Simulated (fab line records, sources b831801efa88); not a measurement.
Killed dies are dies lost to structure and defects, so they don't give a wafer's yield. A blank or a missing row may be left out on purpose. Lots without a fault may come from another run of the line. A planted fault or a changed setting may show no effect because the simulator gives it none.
Which tool did it? | flow gf180mcu | 12 lots, 36 wafers sampled, at 2 steps of a route of 602

WHAT THE GAUGES READ, wafer by wafer
GF_V2_BOW_MEAS_05.
lot  | measured     | on            | V2_BOW (um)
L075 | day 19 12:46 | film_metro-03 | 96 88 98
L077 | day 20 07:07 | film_metro-02 | 98 110 107
L079 | day 21 01:07 | film_metro-03 | 92 91 91
L081 | day 21 23:53 | film_metro-03 | 98 118 100
L083 | day 23 04:47 | film_metro-01 | 101 93 89
L085 | day 23 16:25 | film_metro-03 | 111 105 101
L087 | day 24 08:19 | film_metro-03 | 97 101 103
L089 | day 24 22:14 | film_metro-01 | 97 95 88
L091 | day 25 10:32 | film_metro-01 | 105 109 110
L093 | day 25 22:14 | film_metro-02 | 107 109 100
L095 | day 26 12:46 | film_metro-03 | 93 100 102
L097 | day 27 05:00 | film_metro-01 | 101 91 107

WHICH TOOL RAN EACH LOT (tool, then ch and the chambers of the sampled wafers, then the start)
lot  | GF_M1_METAL_ETCH_16
L075 | rie_metal-04 ch 0,1, day 17 08:47
L077 | rie_metal-02 ch 0,1, day 18 03:20
L079 | rie_metal-01 ch 0,1, day 18 19:37
L081 | rie_metal-02 ch 0,1, day 19 18:52
L083 | rie_metal-04 ch 0,1, day 21 01:43
L085 | rie_metal-02 ch 0,1, day 21 13:55
L087 | rie_metal-01 ch 0, day 22 06:04
L089 | rie_metal-01 ch 0,1, day 22 21:02
L091 | rie_metal-04 ch 0,1, day 23 11:11
L093 | rie_metal-01 ch 0,1, day 23 22:16
L095 | rie_metal-04 ch 0,1, day 24 13:37
L097 | rie_metal-04 ch 0,1, day 25 07:22
- GF_M1_METAL_ETCH_16: etches the open film in Cl2/BCl3, stops on SiO2, target depth 627.5 nm, time 104.6 s.

THE ANSWER, worked out from the rows above alone
Rule: what is usual is taken from the lots themselves. Put in order of their means at a reading, lots are off if they are a third of the lots or fewer, leave a main group of 4 or more, and stand apart from it by a gap of 3 or more times the standard deviation of the main group's means; of several such gaps the widest counts. A main group whose means are all the same, to the digits that the tables above print for the reading, isn't used. A lot without any number at a reading at which 4 lots or more have one is off too. The other lots that the step has rows for count as sound.
No lot is off at any reading shown: from this, nothing can be told.

WHAT THE SIMULATOR HAD PUT IN
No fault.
